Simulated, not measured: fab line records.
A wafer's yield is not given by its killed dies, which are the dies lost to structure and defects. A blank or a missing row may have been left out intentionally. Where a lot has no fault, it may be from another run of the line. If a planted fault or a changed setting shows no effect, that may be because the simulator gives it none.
Matching of chambers :: flow gf180mcu :: GF_CONTACT_CMP_04 on cmp-01: 4 sister chambers
The step polishes SiO2. 4 wafers are shown with their chamber, then 7 later ones without.

## WAFERS WITH THEIR CHAMBER
wafer: L473.1
chamber: 3
motorCurrentA (A): 12.6

wafer: L475.6
chamber: 2
motorCurrentA (A): 10.0

wafer: L481.4
chamber: 0
motorCurrentA (A): 10.8

wafer: L481.5
chamber: 1
motorCurrentA (A): 11.9

## WAFERS WHOSE CHAMBER IS MISSING
wafer: L481.6
motorCurrentA (A): 10.7

wafer: L483.3
motorCurrentA (A): 11.7

wafer: L483.4
motorCurrentA (A): 10.5

wafer: L483.5
motorCurrentA (A): 10.9

wafer: L487.2
motorCurrentA (A): 12.0

wafer: L487.5
motorCurrentA (A): 10.5

wafer: L487.6
motorCurrentA (A): 13.1

## EACH ONE'S CHAMBER
wafer: L481.6
from the rows above: 0
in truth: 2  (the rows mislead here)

wafer: L483.3
from the rows above: 1
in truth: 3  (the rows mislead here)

wafer: L483.4
from the rows above: can't be placed: 0 or 2
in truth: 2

wafer: L483.5
from the rows above: 0
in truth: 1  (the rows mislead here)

wafer: L487.2
from the rows above: can't be placed: 1 or 3
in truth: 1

wafer: L487.5
from the rows above: can't be placed: 0 or 2
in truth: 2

wafer: L487.6
from the rows above: 3
in truth: 3
1 of 7 placed correctly. Cannot be placed on the basis of these rows: 3; the candidates contain the true chamber in 3. 3 placed wrongly.
How it was worked out, from the rows above alone: a wafer's distance from a chamber is the root of the sum, over the readings, of the square of ((its reading less the chamber's mean) divided by the reading's scatter). If the next closest chamber is less than 2 further off than the closest, the wafer can't be placed; otherwise it belongs to the closest. Each chamber's mean is taken over the wafers shown for it. The scatter: root of mean squared gap, hidden wafer to nearest shown wafer, with one shown wafer a chamber.
